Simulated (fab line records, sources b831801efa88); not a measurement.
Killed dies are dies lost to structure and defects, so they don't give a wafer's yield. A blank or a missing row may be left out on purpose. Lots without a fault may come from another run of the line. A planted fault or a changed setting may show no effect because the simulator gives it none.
Chamber matching | flow gf180mcu | GF_CONTACT_CMP_27 on cmp-02: 4 sister chambers
The step polishes, stops on SiO2, t overpolish 15 s, target thk 0 nm. 4 wafers are shown with their chamber, then 10 later ones without.

WAFERS WITH THEIR CHAMBER
wafer  | chamber | motor_current_A (A)
L298.2 | 0       | 12.0
L304.3 | 2       | 10.8
L312.1 | 1       | 8.5
L312.2 | 3       | 11.1

WAFERS WITHOUT THEIR CHAMBER
wafer  | motor_current_A (A)
L312.4 | 11.4
L313.1 | 12.9
L313.5 | 11.0
L313.6 | 11.3
L314.1 | 9.0
L314.5 | 11.9
L314.6 | 8.6
L316.1 | 11.1
L316.4 | 8.6
L316.5 | 10.9

WHICH CHAMBER EACH WENT THROUGH
wafer  | from the rows above          | in truth
L312.4 | can't be placed: 3 or 0 or 2 | 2
L313.1 | 0                            | 0
L313.5 | can't be placed: 3 or 2      | 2
L313.6 | can't be placed: 3 or 2 or 0 | 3
L314.1 | 1                            | 1
L314.5 | can't be placed: 0 or 3      | 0
L314.6 | 1                            | 1
L316.1 | can't be placed: 3 or 2      | 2
L316.4 | 1                            | 1
L316.5 | can't be placed: 2 or 3      | 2
Placed correctly: 4 of 10. Can't be placed from these rows: 6 (the true chamber is among the candidates in 6). Placed wrongly: 0.
How it was worked out, from the rows above alone: a wafer's distance from a chamber is the root of the sum, over the readings, of the square of ((its reading less the chamber's mean) divided by the reading's scatter). The wafer belongs to the nearest chamber; if the next one is less than 2 further off, it can't be placed. A chamber's mean is the mean of its shown wafers. The scatter: with one shown wafer a chamber, the root of the mean of the squares of how far each hidden wafer lies from its nearest shown one.
